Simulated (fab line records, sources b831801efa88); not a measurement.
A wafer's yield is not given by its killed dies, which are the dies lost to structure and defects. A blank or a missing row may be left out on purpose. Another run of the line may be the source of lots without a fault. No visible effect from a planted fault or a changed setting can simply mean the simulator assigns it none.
What tool caused it?    flow gf180mcu    7 lots, 21 wafers sampled, at 2 steps of a route of 602

## WHAT THE GAUGES READ, wafer by wafer
GF_LVPWELL_OVL_MEAS_07.
lot   measured     on          LVPWELL_OVL (nm)
L797  day 4 06:59  overlay-02  -1.5 -0.5 0.1
L799  day 4 13:27  overlay-01  -0.1 0.0 -0.4
L805  day 5 23:06  overlay-02  0.7 1.8 1.7
L809  day 6 21:57  overlay-02  0.6 -0.5 1.2
L812  day 7 14:32  overlay-02  1.0 0.9 -0.1
L814  day 8 00:36  overlay-02  - - -
L819  day 9 04:41  overlay-02  1.1 0.1 -1.3

## EACH LOT AND THE TOOL THAT RAN IT (in order: tool; ch and the chambers of the sampled wafers; start)
lot   GF_LVPWELL_COAT_02
L797  litho track-01 ch 0, day 4 00:25
L799  litho track-03 ch 0, day 4 06:16
L805  litho track-03 ch 0, day 5 15:15
L809  litho track-04 ch 0, day 6 13:55
L812  litho track-03 ch 0, day 7 06:35
L814  litho track-01, day 7 16:28
L819  litho track-04 ch 0, day 8 20:38
- GF_LVPWELL_COAT_02: resist thk 3000 nm.

## THE ANSWER, worked out from the rows above alone
Rule: usual is defined by the lots themselves. The widest of any qualifying gaps counts: lots, ordered by their means at a reading, are off when they make up no more than a third of the lots, leave a main group of 4 or more, and stand apart from it by 3 or more times the standard deviation of that group's means. A main group is skipped when, at the precision printed for the reading in the tables above, its means are all equal. Also off: a lot with no number at a reading for which 4 or more lots have one. Any other lot the step has rows for is counted as sound.
Off: at GF_LVPWELL_OVL_MEAS_07 (LVPWELL_OVL), L814. Without a number there: L814. Mean 0.3 nm and standard deviation 0.65 in the main group.
If a tool, at a process step before that reading, ran all the lots that are off and no sound lot after the first of them, it fits. Those tools and the gauges at GF_LVPWELL_OVL_MEAS_07 are tried in the same way. One candidate fits, namely litho track-01 at GF_LVPWELL_COAT_02. Its last sound lot is L797 (day 4 00:25), its first lot that is off L814 (day 7 16:28): a fault that began between those two fits.

## WHAT THE SIMULATOR PUT IN
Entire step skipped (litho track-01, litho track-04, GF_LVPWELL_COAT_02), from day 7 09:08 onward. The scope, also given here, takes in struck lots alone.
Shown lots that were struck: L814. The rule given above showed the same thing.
